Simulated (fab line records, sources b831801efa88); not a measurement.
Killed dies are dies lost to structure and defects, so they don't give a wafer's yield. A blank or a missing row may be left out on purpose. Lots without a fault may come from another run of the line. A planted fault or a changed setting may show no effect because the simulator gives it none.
fab line records | flow sky130
record lots=6 wafers=18 last_day=50
route steps=708 shown CONTACT@425 METAL1@434 PAD_OPEN@708
lots that met no fault: from a run of the same line without faults
start_h: hours from the record's first day to the start of the lot's first wafer shown | wait_h: hours since the lot's step before | " the same as in the row above | L1.1+2: a row that stands for several wafers | - no value, or no start given | * or withheld: withheld | < > ~ a bound
route shown NAME@n: a module of which the file shows steps, and the number in the route of the first | usual: mean/standard deviation of fault-free wafers | same: alike in all rows | chamber/n: place in a boat | sites: the reading at each site | _std_site: their standard deviation | _edge_site: outer sites' mean less inner sites' | radius_mm: how far each site lies from the wafer's centre | mask NAME#n: copy n | behind: the tool/chamber that last shaped the wafer | hold: why the lot was held/for how many hours/how that ended | device: the transistor (n, p or np) that didn't switch | end of line: the same wafers' tests at the end of the route | a step without rows: its recipe alone | killed: dies lost to structure and defects at the first sort, not the wafer's yield | map: a wafer's dies, x killed, . not, _ none there
set.NAME: the setting as run; set.NAME@STEP: as run at that earlier step | model.NAME: the simulator's own value behind a step, which no gauge read
lots at some steps of the route; a table a step, a row a wafer
services: from which hour (start_h, from the record's first day; less than 0 if before it) a tool's chamber was out of use, for how many hours, and why
## steps
# step SKY_CONTACT_STRIP_19
# recipe chemistry=O2/N2 power_w=1400 pressure_mtorr=1500 platen_temp_c=withheld o2_flow_sccm=3000 n2_flow_sccm=300 overash_fraction=0.5
# usual chamber_pressure_mTorr=1499.9/1.4 drypump_motor_current_A=5.6/0.44 n2_flow_sccm=299.9/0.97 oes_product_au=0.380/0.0054 strip_time_to_endpoint_s=3.60/0.046
# same overash_fraction=0.5
# columns lot.wafer tool chamber start_h wait_h chamber_pressure_mTorr drypump_motor_current_A n2_flow_sccm oes_product_au rf_hours_counter_h strip_time_to_endpoint_s
L804.3 plasma_asher-02 0 808.32 - 1500.4 5.8 299.2 0.378 - 3.60
L804.4 " 1 " " 1499.0 4.8 300.3 0.378 - 3.58
L804.5 " 0 " " 1500.9 5.8 300.5 0.386 - 3.55
L806.1 plasma_asher-02 0 817.91 - 1500.0 5.8 300.2 0.381 99 3.60
L806.4 " 0 " " 1500.3 5.8 299.9 0.389 - 3.62
L806.5 " 1 " " 1500.8 4.8 300.5 0.387 - 3.59
L807.1 plasma_asher-03 0 827.28 - 1499.4 6.0 299.6 0.381 8 3.61
L807.3 " 1 " " 1501.3 5.4 300.1 0.373 - 3.54
L807.5 " 0 " " 1501.4 6.0 300.0 0.377 - 3.55
L812.1 plasma_asher-02 1 880.88 - 1501.3 4.9 300.0 0.384 105 3.56
L812.4 " 0 " " 1500.3 5.8 299.8 0.375 - 3.54
L812.6 " 1 " " 1498.6 4.8 300.5 0.385 - 3.65
L813.1 plasma_asher-03 1 883.04 - 1501.5 5.4 301.4 0.377 14 3.59
L813.4 " 1 " " 1500.8 5.4 302.5 0.383 - 3.61
L813.5 " 0 " " 1498.8 6.0 300.4 0.373 - 3.52
L817.2 plasma_asher-04 1 908.26 - 1499.6 5.5 300.2 0.387 46 3.62
L817.3 " 0 " " 1502.6 6.2 300.1 0.387 - 3.64
L817.4 " 1 " " 1500.8 5.5 298.5 0.380 - 3.55
# step SKY_CONTACT_STRIP_20
# recipe chemistry=post_etch_residue_remover time_s=1200 temp_c=72.5
# step SKY_CONTACT_CLEAN_21
# recipe chemistry=IPA time_s=180 temp_c=25
# step SKY_CONTACT_CLEAN_22
# recipe chemistry=O3/DIW dry=n2_spin
# step SKY_CONTACT_SPUTTER_23
# recipe material=TiN target_thk_nm=20 chamber_pressure_pa=5 power_w=4000 time_s=80
# usual chamber_pressure_pa=5.000/0.0095 throttle_valve_pct=30.4/1.5
# columns lot.wafer tool chamber start_h wait_h chamber_pressure_pa throttle_valve_pct
L804.3 pvd_sputter-02 - 808.88 0.0 4.996 30.3
L804.4 " - " " 5.001 30.0
L804.5 " - " " 4.998 30.7
L806.1 pvd_sputter-03 - 818.50 0.0 5.000 29.0
L806.4 " - " " 5.000 31.5
L806.5 " - " " 4.992 30.9
L807.1 pvd_sputter-03 - 827.88 0.0 4.987 28.8
L807.3 " - " " 4.991 30.7
L807.5 " - " " 5.002 28.9
L812.1 pvd_sputter-04 - 881.54 0.0 5.002 29.7
L812.4 " - " " 5.000 27.3
L812.6 " - " " 5.001 29.6
L813.1 pvd_sputter-02 - 883.63 0.0 4.997 31.0
L813.4 " - " " 5.016 30.4
L813.5 " - " " 4.996 30.8
L817.2 pvd_sputter-02 - 908.86 0.0 5.007 31.0
L817.3 " - " " 5.012 30.1
L817.4 " - " " 4.997 30.3
# step SKY_CONTACT_CVD_24
# recipe material=W target_thk_nm=340 time_s=102.12 temp_c=400 pressure_torr=40
# usual heater_power_w=877/71
# columns lot.wafer tool chamber start_h wait_h heater_power_w since_wet_clean_h
L804.3 cvd_w-01 1 808.98 0.1 917 -
L804.4 " 0 " " 836 -
L804.5 " 0 " " 878 -
L806.1 cvd_w-01 1 818.57 0.0 894 415
L806.4 " 0 " " 823 -
L806.5 " 1 " " 917 -
L807.1 cvd_w-01 0 827.94 0.0 851 424
L807.3 " 1 " " 882 -
L807.5 " 1 " " 929 -
L812.1 cvd_w-01 0 881.60 0.0 843 478
L812.4 " 0 " " 821 -
L812.6 " 0 " " 837 -
L813.1 cvd_w-02 0 883.69 0.0 786 980
L813.4 " 0 " " 775 -
L813.5 " 0 " " 765 -
L817.2 cvd_w-01 0 908.92 0.0 838 505
L817.3 " 0 " " 849 -
L817.4 " 1 " " 902 -
# step SKY_CONTACT_RS_MEAS_25
# recipe thk_meas_gauge=four-point-probe reads=W_of_CONTACT_CVD_24+TiN_of_CONTACT_SPUTTER_23
# usual CONTACT_W_RS=0.336/0.0043
# columns lot.wafer tool chamber start_h wait_h CONTACT_W_RS[ohm/sq]
L804.3 film_metro-04 - 809.09 0.1 0.333
L804.4 " - " " 0.341
L804.5 " - " " 0.337
L806.1 film_metro-03 - 818.68 0.1 0.331
L806.4 " - " " 0.344
L806.5 " - " " 0.331
L807.1 film_metro-03 - 828.05 0.1 0.337
L807.3 " - " " 0.333
L807.5 " - " " 0.328
L812.1 film_metro-03 - 881.71 0.1 0.338
L812.4 " - " " 0.334
L812.6 " - " " 0.338
L813.1 film_metro-04 - 883.80 0.1 0.339
L813.4 " - " " 0.342
L813.5 " - " " 0.342
L817.2 film_metro-01 - 909.05 0.1 0.338
L817.3 " - " " 0.339
L817.4 " - " " 0.331
# step SKY_CONTACT_THK_MEAS_26
# recipe thk_meas_gauge=xrf reads=W_of_CONTACT_CVD_24
# usual CONTACT_W_THK=333/5.3
# columns lot.wafer tool chamber start_h wait_h CONTACT_W_THK[nm]
L804.3 film_metro-04 - 809.19 0.1 334
L804.4 " - " " 327
L804.5 " - " " 333
L806.1 film_metro-03 - 818.80 0.1 337
L806.4 " - " " 323
L806.5 " - " " 339
L807.1 film_metro-03 - 828.17 0.1 332
L807.3 " - " " 338
L807.5 " - " " 343
L812.1 film_metro-03 - 881.83 0.1 325
L812.4 " - " " 329
L812.6 " - " " 326
L813.1 film_metro-04 - 883.92 0.1 331
L813.4 " - " " 330
L813.5 " - " " 327
L817.2 film_metro-01 - 909.16 0.1 336
L817.3 " - " " 333
L817.4 " - " " 343
# step SKY_CONTACT_CMP_27
# recipe stop_on=SiO2 t_overpolish_s=15 down_force_psi=3.5 platen_rpm=60 target_thk_nm=0 pad_velocity_m_s=0.94248
# step SKY_METAL1_SPUTTER_00
# recipe material=Ti target_thk_nm=15 power_w=3000 time_s=10 chamber_pressure_pa=0.4
# step SKY_METAL1_SPUTTER_01
# recipe material=TiN target_thk_nm=20 power_w=6500 time_s=16.7 chamber_pressure_pa=0.4
# usual chamber_pressure_pa=0.3999/0.00092 throttle_valve_pct=30.1/1.4
# columns lot.wafer tool chamber start_h wait_h chamber_pressure_pa throttle_valve_pct
L804.3 pvd_sputter-04 - 809.55 0.0 0.3992 27.6
L804.4 " - " " 0.3992 30.0
L804.5 " - " " 0.3979 30.0
L806.1 pvd_sputter-02 - 819.18 0.0 0.4003 30.2
L806.4 " - " " 0.3994 33.5
L806.5 " - " " 0.3991 31.1
L807.1 pvd_sputter-02 - 828.55 0.0 0.4008 30.3
L807.3 " - " " 0.3990 30.8
L807.5 " - " " 0.4008 33.2
L812.1 pvd_sputter-01 - 882.21 0.0 0.4002 31.2
L812.4 " - " " 0.3999 29.7
L812.6 " - " " 0.4001 29.8
L813.1 pvd_sputter-04 - 884.30 0.0 0.4005 29.6
L813.4 " - " " 0.4001 30.0
L813.5 " - " " 0.3993 27.6
L817.2 pvd_sputter-04 - 909.99 0.0 0.3995 29.7
L817.3 " - " " 0.3999 27.6
L817.4 " - " " 0.4005 30.4
# step SKY_METAL1_SPUTTER_02
# recipe material=AlCu target_thk_nm=250 power_w=10600 time_s=13.3 chamber_pressure_pa=0.4
# usual chamber_pressure_pa=0.3999/0.00076 throttle_valve_pct=30.1/1.4
# columns lot.wafer tool chamber start_h wait_h chamber_pressure_pa throttle_valve_pct
L804.3 pvd_sputter-04 - 809.58 0.0 0.4007 27.4
L804.4 " - " " 0.3996 30.2
L804.5 " - " " 0.4009 29.8
L806.1 pvd_sputter-02 - 819.20 0.0 0.3979 30.4
L806.4 " - " " 0.4013 33.9
L806.5 " - " " 0.4013 31.0
L807.1 pvd_sputter-02 - 828.58 0.0 0.4007 29.9
L807.3 " - " " 0.3989 31.0
L807.5 " - " " 0.4008 33.5
L812.1 pvd_sputter-01 - 882.24 0.0 0.4000 31.3
L812.4 " - " " 0.3985 29.6
L812.6 " - " " 0.3998 29.8
L813.1 pvd_sputter-04 - 884.33 0.0 0.3996 29.8
L813.4 " - " " 0.4000 30.3
L813.5 " - " " 0.3996 27.7
L817.2 pvd_sputter-04 - 910.02 0.0 0.3996 29.4
L817.3 " - " " 0.3995 27.6
L817.4 " - " " 0.3992 30.4
# step SKY_METAL1_SPUTTER_03
# recipe material=Ti target_thk_nm=5 power_w=3000 time_s=3.3 chamber_pressure_pa=0.4
# usual chamber_pressure_pa=0.4001/0.00084 throttle_valve_pct=30.1/1.4
# columns lot.wafer tool chamber start_h wait_h chamber_pressure_pa throttle_valve_pct
L804.3 pvd_sputter-04 - 809.60 0.0 0.3999 27.5
L804.4 " - " " 0.3999 30.3
L804.5 " - " " 0.3996 29.5
L806.1 pvd_sputter-02 - 819.23 0.0 0.4328 29.3
L806.4 " - " " 0.4343 32.3
L806.5 " - " " 0.4345 29.4
L807.1 pvd_sputter-02 - 828.60 0.0 0.4333 28.8
L807.3 " - " " 0.4356 29.4
L807.5 " - " " 0.4348 32.0
L812.1 pvd_sputter-01 - 882.26 0.0 0.4005 31.1
L812.4 " - " " 0.4001 29.4
L812.6 " - " " 0.3987 29.8
L813.1 pvd_sputter-04 - 884.35 0.0 0.4010 30.1
L813.4 " - " " 0.4012 30.2
L813.5 " - " " 0.4001 27.4
L817.2 pvd_sputter-04 - 910.04 0.0 0.4008 29.7
L817.3 " - " " 0.4009 27.8
L817.4 " - " " 0.3994 30.1
# step SKY_METAL1_SPUTTER_04
# recipe material=TiN target_thk_nm=70 power_w=6500 time_s=58.3 chamber_pressure_pa=0.4
# step SKY_PAD_OPEN_PROBE_99
# usual defect_limited_yield=82.6/2 killed_at_M0_to_M3=44/7.3 killed_at_M4_up=3.1/1.6 killed_at_contacts=24/5.4 killed_at_front_end=15/4 killed_at_other=0.2/0.49 killed_dies=86/10 killed_open=48/7.3 killed_short=38/6.3 sort_bin_3_pad_short=0.8/0.45 sort_bin_5_function=10.3/1.5 sort_bin_6_memory=6.3/1.2 sort_n_pass=406/10 sort_yield_pct=82.6/2
# same gross_dies=492 killed_at_back_side=0 sort_bin_4_leakage[%]=0 sort_bin_8_speed[%]=0
# columns lot.wafer tool chamber start_h wait_h defect_limited_yield[%] killed_at_M0_to_M3 killed_at_M4_up killed_at_contacts killed_at_front_end killed_at_other killed_dies killed_open killed_short sort_bin_3_pad_short[%] sort_bin_5_function[%] sort_bin_6_memory[%] sort_n_pass sort_yield_pct[%]
L804.3 prober-01 - 1127.89 0.2 81.9 51 3 22 13 0 89 52 37 1.0 10.2 6.9 403 81.9
L804.4 prober-01 - 1127.94 0.2 81.5 44 4 28 15 0 91 55 36 0.4 10.2 7.9 401 81.5
L804.5 prober-01 - 1127.99 0.2 84.6 34 1 23 18 0 76 35 41 0.6 8.5 6.3 416 84.6
L806.1 prober-01 - 1136.60 0.1 81.1 45 1 32 15 0 93 55 38 0.8 10.6 7.5 399 81.1
L806.4 prober-01 - 1136.75 0.2 78.7 59 0 30 16 0 105 57 48 1.4 12.2 7.7 387 78.7
L806.5 prober-01 - 1136.80 0.2 82.3 42 0 23 21 1 87 47 40 0.6 11.2 5.9 405 82.3
L807.1 prober-02 - 1144.01 0.1 85.4 44 2 20 6 0 72 41 31 0.8 7.7 6.1 420 85.4
L807.3 prober-02 - 1144.11 0.2 81.9 43 4 26 16 0 89 44 45 1.0 11.4 5.7 403 81.9
L807.5 prober-02 - 1144.21 0.2 85.2 34 2 24 12 1 73 36 37 1.4 8.1 5.3 419 85.2
L813.1 prober-01 - 1182.37 0.1 84.3 46 1 21 9 0 77 47 30 0.4 9.8 5.5 415 84.3
L813.4 prober-01 - 1182.52 0.2 84.6 45 3 15 13 0 76 38 38 1.0 9.8 4.7 416 84.6
L813.5 prober-01 - 1182.57 0.2 84.1 37 5 21 15 0 78 43 35 0.2 9.1 6.5 414 84.1
L812.1 prober-02 - 1182.52 0.1 80.3 41 1 30 25 0 97 58 39 0.2 13.0 6.5 395 80.3
L812.4 prober-02 - 1182.67 0.2 80.7 54 2 21 18 0 95 50 45 1.2 10.6 7.5 397 80.7
L812.6 prober-02 - 1182.77 0.2 81.5 46 3 24 17 1 91 50 41 1.0 11.0 6.5 401 81.5
L817.2 prober-02 - 1197.67 0.1 81.9 32 6 34 17 0 89 52 37 0.4 12.8 4.9 403 81.9
L817.3 prober-02 - 1197.72 0.2 80.1 60 2 24 12 0 98 52 46 1.6 10.4 7.9 394 80.1
L817.4 prober-02 - 1197.77 0.2 79.3 50 5 35 12 0 102 66 36 0.4 13.4 6.9 390 79.3
# killed by level:class
L804.3 VIA1:geometric_particle:open=12 VIA2:geometric_particle:open=10 LI_CONTACT:geometric_particle:open=7 CONTACT:geometric_particle:open=7 METAL1:geometric_particle:short=7 VIA3:geometric_particle:open=6 FIELD_ISO:geometric_particle:open=4 POLY_GATE:geometric_particle:short=4
L804.4 VIA1:geometric_particle:open=14 LI_CONTACT:geometric_particle:open=14 VIA3:geometric_particle:open=9 CONTACT:geometric_particle:open=7 METAL2:geometric_particle:short=7 CONTACT:geometric_particle:short=5 METAL1:geometric_particle:short=5 FIELD_ISO:geometric_particle:short=4
L804.5 VIA1:geometric_particle:open=8 LI_CONTACT:geometric_particle:open=7 VIA1:geometric_particle:short=6 FIELD_ISO:geometric_particle:short=5 FIELD_ISO:geometric_particle:open=5 LOCAL_INTERCONNECT:geometric_particle:short=5 POLY_GATE:geometric_particle:open=4 LI_CONTACT:geometric_particle:short=4
L806.1 CONTACT:geometric_particle:open=16 METAL1:geometric_particle:short=10 VIA2:geometric_particle:open=9 LI_CONTACT:geometric_particle:open=8 VIA1:geometric_particle:open=8 POLY_GATE:geometric_particle:open=6 POLY_GATE:geometric_particle:short=4 CONTACT:geometric_particle:short=4
L806.4 CONTACT:geometric_particle:open=14 VIA1:geometric_particle:open=10 LI_CONTACT:geometric_particle:open=7 METAL1:geometric_particle:short=7 VIA3:geometric_particle:open=7 METAL2:geometric_particle:short=6 METAL3:geometric_particle:short=6 VIA3:geometric_particle:short=6
L806.5 VIA1:geometric_particle:open=9 CONTACT:geometric_particle:open=7 VIA2:geometric_particle:open=7 FIELD_ISO:geometric_particle:open=5 POLY_GATE:geometric_particle:short=5 LOCAL_INTERCONNECT:geometric_particle:short=5 VIA2:geometric_particle:short=5 VIA3:geometric_particle:open=5
L807.1 VIA1:geometric_particle:open=10 CONTACT:geometric_particle:open=9 METAL2:geometric_particle:short=8 VIA2:geometric_particle:open=8 LI_CONTACT:geometric_particle:open=4 CONTACT:geometric_particle:short=4 METAL1:geometric_particle:short=4 VIA3:geometric_particle:open=4
L807.3 CONTACT:geometric_particle:open=12 VIA1:geometric_particle:short=8 VIA1:geometric_particle:open=8 CONTACT:geometric_particle:short=7 LI_CONTACT:geometric_particle:open=6 METAL1:geometric_particle:short=6 FIELD_ISO:geometric_particle:open=5 METAL2:geometric_particle:short=5
L807.5 CONTACT:geometric_particle:open=8 VIA2:geometric_particle:open=6 LOCAL_INTERCONNECT:geometric_particle:short=6 VIA1:geometric_particle:open=6 METAL2:geometric_particle:short=6 POLY_GATE:geometric_particle:short=5 CONTACT:geometric_particle:short=4 VIA1:geometric_particle:short=4
L813.1 VIA3:geometric_particle:open=13 LI_CONTACT:geometric_particle:open=8 METAL1:geometric_particle:short=6 VIA2:geometric_particle:open=6 VIA1:geometric_particle:open=5 CONTACT:geometric_particle:open=4 LOCAL_INTERCONNECT:geometric_particle:open=3 CONTACT:geometric_particle:short=3
L812.1 CONTACT:geometric_particle:open=13 VIA1:geometric_particle:open=11 VIA3:geometric_particle:open=8 LI_CONTACT:geometric_particle:open=6 FIELD_ISO:geometric_particle:open=5 FIELD_ISO:geometric_particle:short=5 LOCAL_INTERCONNECT:geometric_particle:short=5 METAL1:geometric_particle:short=4
L813.4 VIA1:geometric_particle:open=10 LOCAL_INTERCONNECT:geometric_particle:short=8 VIA2:geometric_particle:short=7 VIA3:geometric_particle:open=6 FIELD_ISO:geometric_particle:short=5 VIA1:geometric_particle:short=5 VIA2:geometric_particle:open=5 FIELD_ISO:geometric_particle:open=4
L813.5 LI_CONTACT:geometric_particle:open=10 VIA1:geometric_particle:open=7 VIA2:geometric_particle:open=6 FIELD_ISO:geometric_particle:short=4 CONTACT:geometric_particle:open=4 METAL1:geometric_particle:short=4 VIA1:geometric_particle:short=4 VIA3:geometric_particle:open=4
L812.4 VIA1:geometric_particle:open=12 VIA2:geometric_particle:open=9 METAL1:geometric_particle:short=8 VIA3:geometric_particle:open=8 FIELD_ISO:geometric_particle:open=6 LI_CONTACT:geometric_particle:open=5 CONTACT:geometric_particle:short=5 CONTACT:geometric_particle:open=5
L812.6 VIA1:geometric_particle:open=10 VIA2:geometric_particle:open=9 CONTACT:geometric_particle:open=8 LI_CONTACT:geometric_particle:open=7 POLY_GATE:geometric_particle:short=6 FIELD_ISO:geometric_particle:short=5 VIA3:geometric_particle:open=5 CONTACT:geometric_particle:short=4
L817.2 CONTACT:geometric_particle:open=15 LI_CONTACT:geometric_particle:open=10 METAL1:geometric_particle:short=7 VIA1:geometric_particle:open=7 VIA2:geometric_particle:open=6 POLY_GATE:geometric_particle:open=5 LOCAL_INTERCONNECT:geometric_particle:short=5 METAL4:geometric_particle:short=5
L817.3 VIA1:geometric_particle:open=15 CONTACT:geometric_particle:open=11 VIA1:geometric_particle:short=9 METAL1:geometric_particle:short=7 VIA2:geometric_particle:open=6 METAL2:geometric_particle:short=6 POLY_GATE:geometric_particle:short=4 LI_CONTACT:geometric_particle:short=4
L817.4 CONTACT:geometric_particle:open=17 VIA1:geometric_particle:open=15 LI_CONTACT:geometric_particle:open=13 VIA2:geometric_particle:open=7 VIA1:geometric_particle:short=6 VIA3:geometric_particle:open=6 POLY_GATE:geometric_particle:short=4 METAL1:geometric_particle:short=4
## services
# columns tool chamber start_h hours kind
plasma_asher-02 - 784.55 1.7 repair
cvd_w-01 - 789.48 0.5 repair
pvd_sputter-02 - 802.46 1.1 repair
pvd_sputter-02 - 803.03 1.2 repair
plasma_asher-03 - 804.25 0.6 repair
pvd_sputter-02 - 811.89 4.4 repair
cvd_w-02 - 820.62 1.1 repair
cvd_w-01 0 824.02 2.5 repair
pvd_sputter-01 - 841.57 7.9 repair
cvd_w-01 1 857.36 4.5 repair
pvd_sputter-03 - 877.83 0.5 repair
cvd_w-01 - 884.83 6.0 pm
cvd_w-02 - 904.00 14.0 pm
cvd_w-02 0 904.00 14.0 vent_cycle
cvd_w-02 1 904.00 14.0 vent_cycle
## key
first_sign step=SKY_METAL1_SPUTTER_03 reading=chamber_pressure_pa direction=up sigmas=40 usual=0.4001 struck=0.4342
effect none on later readings
met_at SKY_METAL1_SPUTTER_03
struck_wafers L806.1,L806.4,L806.5,L807.1,L807.3,L807.5
fault kind=process_parameter_drift tool=pvd_sputter-02 chamber=- onset_h=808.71 steps=SKY_METAL1_SPUTTER_03 channel=chamber_pressure_pa offset=0.033989 shape=step end_h=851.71 acts_in=these_recipes_only stated=0.4
